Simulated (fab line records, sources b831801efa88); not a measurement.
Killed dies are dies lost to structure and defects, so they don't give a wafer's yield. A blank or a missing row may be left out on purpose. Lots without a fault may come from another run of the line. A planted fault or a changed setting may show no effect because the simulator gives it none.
Which tool did it? | flow sfq_line | 14 lots, 42 wafers sampled, at 1 step of a route of 325

WHAT THE GAUGES READ, wafer by wafer
The record holds no reading of a measuring or inspecting step that can be judged against a usual standard deviation.

WHICH TOOL RAN EACH LOT (tool, then ch and the chambers of the sampled wafers, then the start)
lot  | SFQ_TRILAYER_I4_CMP_CMP_100
L961 | cmp-01 ch 1,2,3, day 40 16:08
L962 | cmp-02 ch 0,3, day 40 18:48
L963 | cmp-01 ch 0,1,3, day 45 20:27
L964 | cmp-02 ch 0,2,3, day 46 02:45
L965 | cmp-01 ch 1,2,3, day 46 21:27
L967 | cmp-02 ch 0,1,3, day 47 22:09
L968 | cmp-01 ch 0,1,2, day 48 04:32
L969 | cmp-01 ch 0,2,3, day 48 21:58
L971 | cmp-02 ch 0,1,2, day 49 09:28
L973 | cmp-02 ch 2,3, day 51 06:04
L975 | cmp-01 ch 0,1,3, day 51 17:37
L976 | cmp-01 ch 0,2, day 51 20:07
L978 | cmp-02 ch 0,1,3, day 52 00:34
L979 | cmp-02 ch 0,1,2, day 52 06:04
- SFQ_TRILAYER_I4_CMP_CMP_100: polishes SiO2.

WHAT THE TOOLS THEMSELVES READ (means of the sampled wafers that have a number; where no wafer has one, the mark that the record gives instead)
SFQ_TRILAYER_I4_CMP_CMP_100.
lot  | tool   | motor_current_A (A) | time_to_endpoint_s (s)
L961 | cmp-01 | 9.1                 | 211
L962 | cmp-02 | 9.6                 | 208
L963 | cmp-01 | 9.4                 | 206
L964 | cmp-02 | 10.5                | 216
L965 | cmp-01 | 9.1                 | 204
L967 | cmp-02 | 10.5                | 215
L968 | cmp-01 | 9.3                 | 214
L969 | cmp-01 | 9.6                 | 214
L971 | cmp-02 | 10.4                | 220
L973 | cmp-02 | 11.5                | 208
L975 | cmp-01 | 9.3                 | 180
L976 | cmp-01 | 9.6                 | 185
L978 | cmp-02 | 10.3                | 207
L979 | cmp-02 | 10.6                | 207

THE ANSWER, worked out from the rows above alone
Rule: what is usual is taken from the lots themselves. Put in order of their means at a reading, lots are off if they are a third of the lots or fewer, leave a main group of 4 or more, and stand apart from it by a gap of 3 or more times the standard deviation of the main group's means; of several such gaps the widest counts. A main group whose means are all the same, to the digits that the tables above print for the reading, isn't used. A lot without any number at a reading at which 4 lots or more have one is off too. The other lots that the step has rows for count as sound. The gauges are gone through in route order, then the tools' own readings, and for those a lot's mean is taken as printed above. The first step at which some lot is off is used, and at that step the reading that is off furthest; a lot without a number counts as furthest.
Off: L975, L976, at SFQ_TRILAYER_I4_CMP_CMP_100 (time_to_endpoint_s). The main group: mean 211 s, standard deviation 4.7.
A tool fits if, at that step or a process step before it, it ran every lot that is off, and no sound lot after the first of them. One fits: cmp-01 at SFQ_TRILAYER_I4_CMP_CMP_100. Its last sound lot is L969 (day 48 21:58), its first lot that is off L975 (day 51 17:37): a fault that began between those two fits.
The tool's own readings at SFQ_TRILAYER_I4_CMP_CMP_100 bear it out: on the lots that are off they differ by more than 5 times the standard deviation of the sound lots' means. time_to_endpoint_s reads 182 s there against 211 s on the sound lots.

WHAT THE SIMULATOR HAD PUT IN
Process parameter drift: cmp-01, from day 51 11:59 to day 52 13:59, at SFQ_TRILAYER_I4_CMP_CMP_100. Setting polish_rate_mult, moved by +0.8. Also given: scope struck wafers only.
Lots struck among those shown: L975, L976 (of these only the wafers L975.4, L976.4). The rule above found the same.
